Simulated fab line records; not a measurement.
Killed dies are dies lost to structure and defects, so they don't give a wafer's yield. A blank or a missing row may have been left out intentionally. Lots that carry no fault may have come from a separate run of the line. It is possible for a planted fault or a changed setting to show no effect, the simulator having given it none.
Chamber matching -- flow sky130 -- 3 sister chambers for SKY_VIA2_ETCH_14 on rie_diel-04
The step etches BARC in N2/H2, stops on SiO2, time 45.9 s, target depth 60 nm. 14 wafers are shown with their chamber, then 6 later ones without.

## WAFERS, EACH WITH ITS CHAMBER
wafer,chamber,h2_flow_sccm (sccm),rf_fwd_power_W (W),oes_product_au (a.u.)
L077.1,3,200.1,496.0,0.852
L077.4,2,199.0,495.4,0.853
L077.5,1,200.2,495.9,0.851
L084.1,2,199.7,496.3,0.850
L084.3,3,200.4,499.7,0.854
L084.6,3,199.9,497.2,0.854
L085.1,3,200.1,496.7,0.856
L085.4,1,200.9,495.2,0.845
L085.6,2,200.2,494.5,0.853
L087.1,1,200.5,493.2,0.855
L087.2,2,200.1,498.1,0.851
L087.5,1,200.3,494.0,0.852
L094.3,2,199.9,498.0,0.854
L094.4,1,200.3,494.9,0.851

SIGNATURES, as means of the wafers listed above
reading,chamber 1,chamber 2,chamber 3,scatter within a chamber
h2_flow_sccm,200.440,199.780,200.125,0.35
rf_fwd_power_W,494.640,496.460,497.400,1.42
oes_product_au,0.85080,0.85220,0.85400,0.00255
Rule: a wafer's distance from a chamber is the root of the sum, over the readings, of the square of ((its reading less the chamber's mean) divided by the reading's scatter). If the next closest chamber is less than 2 further off than the closest, the wafer can't be placed; otherwise it belongs to the closest. The scatter is the square root of a quotient: the sum, over the shown wafers, of each reading's squared deviation from its chamber's mean, divided by wafers minus chambers.

## WAFERS WHOSE CHAMBER IS MISSING
wafer,h2_flow_sccm (sccm),rf_fwd_power_W (W),oes_product_au (a.u.)
L094.6,200.2,497.5,0.848
L096.2,198.7,496.7,0.851
L096.3,199.6,494.5,0.854
L097.3,199.4,496.0,0.851
L097.5,200.0,495.4,0.861
L097.6,200.3,494.3,0.855

## WHICH CHAMBER EACH WENT THROUGH
wafer,from the rows above,in truth
L094.6,can't be placed: 2 or 3 or 1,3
L096.2,can't be placed: 2 or 3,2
L096.3,can't be placed: 2 or 3 or 1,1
L097.3,can't be placed: 2 or 3 or 1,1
L097.5,can't be placed: 3 or 2 or 1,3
L097.6,can't be placed: 1 or 3 or 2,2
Correct placement for 0 of the 6. These rows do not allow placing 6 (true chamber among the candidates in 6). 0 placed wrongly.
